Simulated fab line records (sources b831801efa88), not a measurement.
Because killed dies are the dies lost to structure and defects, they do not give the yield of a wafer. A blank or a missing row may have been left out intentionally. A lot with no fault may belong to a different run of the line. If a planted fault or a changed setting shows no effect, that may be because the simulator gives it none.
fab line records	flow gf180mcu
record: lots: 11	wafers: 33	last_day: 34
route steps=602 shown MVPSD@88 VT_IMPLANT@99 DUAL_GATE@143 POLY_GATE@167
lots with no fault: from the same line, run without faults
start_h: the number of hours between the record's first day and the start of the first shown wafer of the lot	wait_h: time in hours since the lot's previous step	" unchanged from the row above	L1.1+2: several wafers, shown together as one row	- no value, or no start was given	* or withheld: withheld	< > ~ a bound
route shown NAME@n: names a module that has steps shown in the file, with the first one's number in the route	usual: mean/standard deviation taken from wafers without a fault	same: alike in all rows	chamber/n: place in a boat	sites: the reading at each site	_std_site: how widely they spread, as a standard deviation	_edge_site: mean of outer sites minus mean of inner sites	radius_mm: how far each site lies from the wafer's centre	mask NAME#n: copy n	behind: the last tool/chamber to shape the wafer	hold: the reason the lot was held/the length of the hold in hours/how it ended	device: whichever transistor did not switch (one of n, p or np)	end of line: at the end of the route, the tests of the same wafers	a step with no rows: only its recipe	killed: at the first sort, the dies lost to defects and structure; wafer yield is something else	map: a wafer's dies, x killed, . not, _ none there
set.NAME: the run value of the setting; set.NAME@STEP: its run value at that earlier step	model.NAME: the simulator's own value behind a step, which no gauge read
one table for each step of the route and one row for each wafer, over a sample of lots
services: a tool's chamber out of use, with start hour (start_h, from the record's first day; less than 0 if before it), hours out, and reason
== steps ==
step: GF_MVPSD_STRIP_10
recipe: chemistry: O2/N2	power_w: 1400	pressure_mtorr: 1500	platen_temp_c: 250	o2_flow_sccm: 3000	n2_flow_sccm: 300	overash_fraction: 0.5
usual: chamber_pressure_mTorr: 1499.8/1.3	drypump_motor_current_A: 6.0/0.46	heater_power_w: 309/31	o2_flow_sccm: 3001/8.7	oes_product_au: 0.723/0.0042	strip_time_to_endpoint_s: 36.96/0.1
lot.wafer	tool	chamber	start_h	wait_h	chamber_pressure_mTorr	drypump_motor_current_A	heater_power_w	o2_flow_sccm	oes_product_au	rf_hours_counter_h	strip_time_to_endpoint_s
L568.2	plasma_asher-04	0	96.77	0.1	1500.0	6.6	329	2998	0.726	41	36.83
L568.3	"	1	"	"	1499.0	6.7	333	3000	0.728	-	36.72
L568.5	"	1	"	"	1500.1	6.6	325	2991	0.723	-	36.89
L569.3	plasma_asher-04	0	103.40	0.1	1499.7	6.6	314	3002	0.723	-	36.75
L569.5	"	0	"	"	1500.3	6.6	321	3003	0.724	-	36.83
L569.6	"	1	"	"	1501.5	6.6	329	2998	0.724	-	36.86
L573.2	plasma_asher-03	1	126.78	0.1	1498.5	5.9	328	2998	0.720	35	36.95
L573.3	"	0	"	"	1500.6	5.4	262	3001	0.715	-	37.07
L573.5	"	0	"	"	1500.1	5.4	262	3006	0.721	-	36.88
L574.1	plasma_asher-03	1	130.82	0.1	1502.9	5.9	336	3004	0.723	36	37.08
L574.2	"	0	"	"	1499.7	5.4	266	3001	0.727	36	37.07
L574.4	"	1	"	"	1499.9	5.9	328	2996	0.725	-	37.09
L576.1	plasma_asher-03	0	144.37	0.1	1500.0	5.4	258	3027	0.719	38	37.19
L576.2	"	1	"	"	1500.4	5.9	324	3000	0.724	38	37.04
L576.3	"	1	"	"	1499.1	5.9	332	3009	0.723	-	37.09
L577.2	plasma_asher-02	1	148.77	0.1	1503.2	6.0	285	2991	0.725	48	36.85
L577.3	"	0	"	"	1498.6	5.8	349	2998	0.722	-	36.93
L577.4	"	1	"	"	1500.7	6.0	275	2990	0.716	-	36.90
L578.1	plasma_asher-03	0	157.13	0.1	1499.4	5.4	265	2992	0.726	39	36.87
L578.2	"	1	"	"	1500.4	5.9	327	2982	0.722	39	36.84
L578.4	"	0	"	"	1498.2	5.4	265	2997	0.725	-	36.84
L586.3	plasma_asher-03	0	202.55	0.1	1499.8	5.4	264	2994	0.733	-	37.16
L586.4	"	1	"	"	1499.0	5.9	334	3008	0.719	-	37.06
L586.6	"	0	"	"	1498.9	5.4	262	2998	0.729	-	37.12
L587.1	plasma_asher-02	0	212.12	0.1	1499.8	5.8	336	2994	0.719	55	36.96
L587.4	"	0	"	"	1498.8	5.8	349	3004	0.720	-	37.07
L587.5	"	0	"	"	1500.7	5.8	355	3007	0.718	-	37.00
L588.1	plasma_asher-04	0	216.18	0.1	1498.3	6.6	306	3002	0.722	55	36.95
L588.3	"	0	"	"	1500.5	6.6	317	3009	0.725	-	36.98
L588.6	"	0	"	"	1499.6	6.6	322	3003	0.723	-	36.89
L589.3	plasma_asher-04	1	220.55	0.1	1501.0	6.7	328	3010	0.726	-	36.94
L589.5	"	1	"	"	1498.6	6.6	325	2990	0.728	-	36.95
L589.6	"	0	"	"	1500.4	6.6	314	3001	0.728	-	36.93
step: GF_VT_IMPLANT_STRIP_09
recipe: chemistry: O2/N2	power_w: 1400	pressure_mtorr: 1500	platen_temp_c: 250	o2_flow_sccm: 3000	n2_flow_sccm: 300	overash_fraction: 0.5
usual: chamber_pressure_mTorr: 1500.1/1.3	drypump_motor_current_A: 5.74/0.25	heater_power_w: 307/37	o2_flow_sccm: 2999/8.3	oes_product_au: 0.716/0.0046	strip_time_to_endpoint_s: 12.63/0.034
lot.wafer	tool	chamber	start_h	wait_h	chamber_pressure_mTorr	drypump_motor_current_A	heater_power_w	o2_flow_sccm	oes_product_au	rf_hours_counter_h	strip_time_to_endpoint_s
L568.2	plasma_asher-03	1	111.63	0.1	1499.8	5.88	324	3002	0.721	33	12.62
L568.3	"	1	"	"	1501.1	5.87	331	3014	0.715	-	12.63
L568.5	"	1	"	"	1497.2	5.87	328	3008	0.709	-	12.61
L569.3	plasma_asher-03	0	117.61	0.1	1502.1	5.39	265	2986	0.719	-	12.63
L569.5	"	0	"	"	1499.1	5.42	268	2985	0.718	-	12.62
L569.6	"	1	"	"	1500.2	5.85	331	3019	0.711	-	12.64
L573.2	plasma_asher-02	1	141.93	0.1	1497.8	5.96	277	3012	0.714	47	12.64
L573.3	"	1	"	"	1500.3	5.96	275	3005	0.714	-	12.66
L573.5	"	1	"	"	1500.2	5.95	273	3009	0.715	-	12.61
L574.1	plasma_asher-02	1	146.02	0.1	1500.1	5.97	280	3007	0.711	47	12.62
L574.2	"	0	"	"	1499.1	5.82	351	3007	0.709	47	12.61
L574.4	"	1	"	"	1501.1	5.98	278	3003	0.715	-	12.62
L576.1	plasma_asher-01	1	159.68	0.1	1499.3	5.98	356	3006	0.718	3	12.66
L576.2	"	0	"	"	1501.6	5.31	270	2992	0.707	3	12.66
L576.3	"	0	"	"	1497.4	5.32	264	2994	0.717	-	12.71
L577.2	plasma_asher-01	0	164.93	0.1	1499.7	5.28	268	2998	0.711	3	12.62
L577.3	"	1	"	"	1500.8	5.97	345	2999	0.719	-	12.67
L577.4	"	0	"	"	1499.2	5.30	277	3010	0.717	-	12.60
L578.1	plasma_asher-02	0	173.12	0.1	1499.0	5.81	346	3002	0.717	50	12.58
L578.2	"	1	"	"	1498.4	5.94	276	2999	0.713	50	12.59
L578.4	"	0	"	"	1498.5	5.81	350	3006	0.720	-	12.60
L586.3	plasma_asher-02	1	220.05	0.1	1502.2	5.94	272	2994	0.714	-	12.63
L586.4	"	0	"	"	1500.7	5.81	338	3004	0.710	-	12.64
L586.6	"	1	"	"	1501.4	5.98	274	2998	0.717	-	12.64
L587.1	plasma_asher-02	0	230.17	0.1	1501.2	5.82	347	3003	0.720	56	12.69
L587.4	"	1	"	"	1500.8	5.96	286	2993	0.705	-	12.70
L587.5	"	0	"	"	1500.5	5.83	347	3004	0.720	-	12.69
L588.1	plasma_asher-03	0	233.93	0.1	1501.6	5.41	261	3001	0.728	48	12.68
L588.3	"	0	"	"	1502.4	5.43	265	3013	0.715	-	12.70
L588.6	"	1	"	"	1498.7	5.86	337	2998	0.709	-	12.65
L589.3	plasma_asher-02	0	239.31	0.1	1498.3	5.81	342	2999	0.720	-	12.67
L589.5	"	1	"	"	1500.4	5.99	277	3015	0.709	-	12.65
L589.6	"	0	"	"	1501.2	5.81	339	2997	0.716	-	12.69
step: GF_DUAL_GATE_OXIDATION_02
recipe: temp_c: 900	ambient: O2	stabilise_s: 600	purge_s: 300	target_thk_a: 108.87	ox_time_s: 1602
usual: spike_tc_bottom_C: 915/4	spike_tc_centre_C: 901.0/1.3	spike_tc_lower_C: 900.9/1	spike_tc_top_C: 907.5/1.5	spike_tc_upper_C: 900.4/1.1	tube_center_temp_C: 900/0.079	tube_center_temp_C_max: 902.4/0.38	zone_power_bottom_pct: 27.3/1.3	zone_power_centre_pct: 17.5/0.47	zone_power_lower_pct: 17.3/0.95	zone_power_top_pct: 30.1/0.4	zone_power_upper_pct: 18.2/0.35
same: purge_s: 300
lot.wafer	tool	chamber	start_h	wait_h	spike_tc_bottom_C	spike_tc_centre_C	spike_tc_lower_C	spike_tc_top_C	spike_tc_upper_C	tube_center_temp_C	tube_center_temp_C_max	zone_power_bottom_pct	zone_power_centre_pct	zone_power_lower_pct	zone_power_top_pct	zone_power_upper_pct
L568.2	furnace-01	0	158.27	0.0	911	901.0	902.1	907.4	899.8	900.09	903.0	29.1	17.1	18.2	30.5	18.2
L568.3	"	0	"	"	911	898.3	903.2	910.0	901.9	900.04	903.0	29.0	16.9	18.3	30.3	18.5
L568.5	"	0	"	"	913	901.6	902.0	907.5	901.0	899.93	902.4	28.8	16.9	18.5	30.5	18.5
L569.3	furnace-01	0	164.81	0.0	911	900.1	901.5	908.1	900.1	899.97	902.7	28.3	16.9	18.1	30.3	18.5
L569.5	"	0	"	"	911	899.1	900.2	907.4	900.5	900.17	902.2	28.2	16.9	18.2	30.5	18.6
L569.6	"	0	"	"	911	900.0	900.9	908.0	899.7	900	903.5	29.2	16.8	18.2	30.6	18.5
L573.2	furnace-01	0	191.50	0.3	912	901.0	901.3	907.0	900.4	900.01	902.5	28.0	17.1	18.2	30.0	18.2
L573.3	"	0	"	"	912	899.6	901.4	908.3	900.9	899.92	902.6	27.9	17.0	18.3	30.2	18.3
L573.5	"	0	"	"	910	901.8	900.9	908.5	902.9	899.85	902.0	28.3	17.4	18.4	29.8	18.5
L574.1	furnace-02	0	196.70	0.6	919	902.6	901.1	905.7	899.5	899.96	902.2	26.3	18.1	16.4	29.7	17.8
L574.2	"	0	"	"	919	903.1	901.4	906.2	897.5	900.07	903.0	26.1	17.7	16.5	29.3	18.0
L574.4	"	0	"	"	920	900.0	901.0	905.0	899.9	900.02	902.4	26.0	17.9	16.4	30.2	18.1
L576.1	furnace-02	0	211.86	1.3	918	902.9	901.1	906.1	900.3	899.9	902.5	26.2	17.9	16.3	29.3	17.7
L576.2	"	0	"	"	919	901.6	900.5	905.9	898.3	900.04	902.2	25.5	17.9	16.5	29.3	17.5
L576.3	"	0	"	"	920	902.1	899.8	907.5	901.0	899.94	902.3	26.5	17.8	16.4	29.7	17.9
L577.2	furnace-02	0	217.76	1.1	918	901.9	902.5	904.9	900.4	899.85	901.8	26.4	17.9	16.5	30.0	17.9
L577.3	"	0	"	"	919	901.8	901.1	906.8	899.8	900.03	901.9	26.4	18.0	16.2	30.0	17.8
L577.4	"	0	"	"	919	900.4	900.5	906.1	900.7	899.92	901.9	25.8	18.0	16.5	30.0	18.0
L578.1	furnace-02	0	224.97	0.5	920	902.5	900.6	907.7	899.8	899.92	901.9	26.3	17.8	16.5	29.8	17.7
L578.2	"	0	"	"	921	901.2	900.4	906.7	899.6	899.91	902.4	26.2	18.0	16.2	29.6	18.0
L578.4	"	0	"	"	921	901.4	902.4	905.7	900.2	899.96	902.0	25.9	17.7	16.4	30.1	18.2
L586.3	furnace-02	0	277.10	0.1	918	901.1	900.9	906.6	900.3	899.95	902.2	25.6	18.0	16.1	29.2	17.6
L586.4	"	0	"	"	921	899.6	902.9	906.2	901.2	899.93	902.5	26.2	17.9	16.6	29.9	17.9
L586.6	"	0	"	"	919	901.3	898.9	908.6	898.7	900	902.5	26.4	17.9	16.6	29.9	17.8
L587.1	furnace-01	0	288.14	0.0	986	976.3	976.4	982.8	976.6	975.93	978.5	34.1	20.5	22.3	34.8	22.8
L587.4	"	0	"	"	987	977.4	976.2	983.9	977.1	975.92	978.5	34.3	20.3	21.8	35.3	22.3
L587.5	"	0	"	"	987	976.8	976.0	983.6	977.9	975.86	978.0	34.6	20.2	21.9	35.1	21.6
L588.1	furnace-01	0	291.56	0.0	988	976.7	975.6	982.3	976.3	975.97	978.6	34.7	20.8	22.6	34.9	22.1
L588.3	"	0	"	"	988	977.7	977.5	982.5	977.9	976.04	977.9	33.9	20.6	21.7	35.4	22.3
L588.6	"	0	"	"	986	977.1	975.6	984.3	976.2	976	979.0	34.0	20.6	21.9	35.3	22.5
L589.3	furnace-01	0	299.05	0.0	989	975.7	976.7	985.0	977.4	975.98	977.8	34.5	20.3	22.0	35.0	22.4
L589.5	"	0	"	"	988	979.4	975.4	984.3	977.5	975.9	978.1	34.9	20.7	21.8	34.9	22.1
L589.6	"	0	"	"	988	977.0	978.0	981.9	978.6	975.92	977.7	34.6	20.6	22.0	34.7	22.5
step: GF_DUAL_GATE_THK_MEAS_03
recipe: reads: SiO2_of_DUAL_GATE_OXIDATION_02
usual: DUAL_GATE_OXIDATION_00_THK: 10.98/0.22
lot.wafer	tool	chamber	start_h	wait_h	DUAL_GATE_OXIDATION_00_THK[nm]
L568.2	film_metro-01	-	159.72	0.0	10.93
L568.3	"	-	"	"	10.86
L568.5	"	-	"	"	11.04
L569.3	film_metro-01	-	166.28	0.0	10.73
L569.5	"	-	"	"	10.67
L569.6	"	-	"	"	10.64
L573.2	film_metro-01	-	192.96	0.0	10.62
L573.3	"	-	"	"	10.85
L573.5	"	-	"	"	10.65
L574.1	film_metro-03	-	198.15	0.0	11.39
L574.2	"	-	"	"	11.38
L574.4	"	-	"	"	11.19
L576.1	film_metro-03	-	213.30	0.0	11.22
L576.2	"	-	"	"	11.15
L576.3	"	-	"	"	11.23
L577.2	film_metro-02	-	219.22	0.0	11.06
L577.3	"	-	"	"	11.22
L577.4	"	-	"	"	10.98
L578.1	film_metro-01	-	226.42	0.0	11.18
L578.2	"	-	"	"	11.16
L578.4	"	-	"	"	11.30
L586.3	film_metro-03	-	278.57	0.0	10.91
L586.4	"	-	"	"	10.97
L586.6	"	-	"	"	11.10
L587.1	film_metro-02	-	289.59	0.0	23.96
L587.4	"	-	"	"	24.12
L587.5	"	-	"	"	23.87
L588.1	film_metro-03	-	293.01	0.0	23.78
L588.3	"	-	"	"	23.91
L588.6	"	-	"	"	23.96
L589.3	film_metro-03	-	300.51	0.0	23.64
L589.5	"	-	"	"	23.46
L589.6	"	-	"	"	23.56
step: GF_POLY_GATE_CD_MEAS_10
recipe: target_cd_nm: 280
usual: cd_nm: 279.5/1.2
lot.wafer	tool	chamber	start_h	wait_h	cd_nm
L568.2	cd_sem-01	-	196.71	0.1	279.0
L568.3	"	-	"	"	278.8
L568.5	"	-	"	"	280.5
L569.3	cd_sem-02	-	203.34	0.2	279.3
L569.5	"	-	"	"	279.9
L569.6	"	-	"	"	279.3
L573.2	cd_sem-01	-	232.81	0.1	281.7
L573.3	"	-	"	"	280.6
L573.5	"	-	"	"	281.6
L574.1	cd_sem-02	-	237.78	0.1	278.3
L574.2	"	-	"	"	279.9
L574.4	"	-	"	"	279.8
L576.1	cd_sem-02	-	254.04	0.1	277.4
L576.2	"	-	"	"	278.6
L576.3	"	-	"	"	277.9
L577.2	cd_sem-02	-	260.26	0.1	279.9
L577.3	"	-	"	"	279.7
L577.4	"	-	"	"	277.8
L578.1	cd_sem-02	-	267.84	0.1	280.2
L578.2	"	-	"	"	279.9
L578.4	"	-	"	"	279.5
L586.3	cd_sem-01	-	323.80	0.2	278.8
L586.4	"	-	"	"	278.5
L586.6	"	-	"	"	279.3
L587.1	cd_sem-02	-	333.18	0.1	278.7
L587.4	"	-	"	"	278.5
L587.5	"	-	"	"	278.3
L588.1	cd_sem-02	-	337.23	0.1	280.0
L588.3	"	-	"	"	280.6
L588.6	"	-	"	"	279.7
L589.3	cd_sem-02	-	345.38	0.1	280.6
L589.5	"	-	"	"	280.4
L589.6	"	-	"	"	280.3
== services ==
tool	chamber	start_h	hours	kind
furnace-02	-	74.30	2.8	pm
furnace-01	-	82.38	3.4	pm
plasma_asher-01	-	93.51	2.6	repair
plasma_asher-02	-	97.92	12.8	repair
plasma_asher-03	-	100.43	9.8	repair
plasma_asher-01	-	108.75	9.0	pm
plasma_asher-01	0	108.75	9.0	vent_cycle
plasma_asher-01	1	108.75	9.0	vent_cycle
plasma_asher-02	-	116.65	5.8	repair
plasma_asher-01	0	117.75	-	clean
plasma_asher-01	1	117.75	-	clean
plasma_asher-01	-	129.51	14.6	pm
plasma_asher-03	-	172.22	1.0	repair
plasma_asher-01	-	205.78	6.8	repair
plasma_asher-02	-	214.61	4.2	repair
furnace-02	-	241.81	3.5	pm
plasma_asher-01	-	283.09	15.6	pm
furnace-02	-	297.53	3.6	pm
== key ==
first_sign: step: GF_DUAL_GATE_OXIDATION_02	reading: tube_center_temp_C	direction: up	sigmas: 99+	usual: *	struck: *
effect: step: GF_DUAL_GATE_OXIDATION_02	reading: tube_center_temp_C_max	direction: up	sigmas: 99+	usual: *	struck: *
effect: step: GF_DUAL_GATE_THK_MEAS_03	reading: DUAL_GATE_OXIDATION_00_THK	direction: up	sigmas: 58	usual: 10.98	struck: 23.81
met_at GF_DUAL_GATE_OXIDATION_02
struck_lots L587,L588,L589
tester_left_out L587,L588,L589
not_acting_at GF_MVPSD_STRIP_10,GF_VT_IMPLANT_STRIP_09,GF_POLY_GATE_CD_MEAS_10
onset_between 191.50 288.14
fault: kind: process_parameter_drift	tool: furnace-01	chamber: -	onset_h: 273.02	steps: GF_DUAL_GATE_OXIDATION_02	channel: temp_c	offset: *	shape: step	end_h: 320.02	acts_in: *	stated: *
tester_left_out: of these lots the tester's yield and bins aren't shown, on N5 and GAA mostly nor the transistor test; their killed dies are dies lost to structure and defects alone, not to doping, threshold or leakage, so they don't give the yield
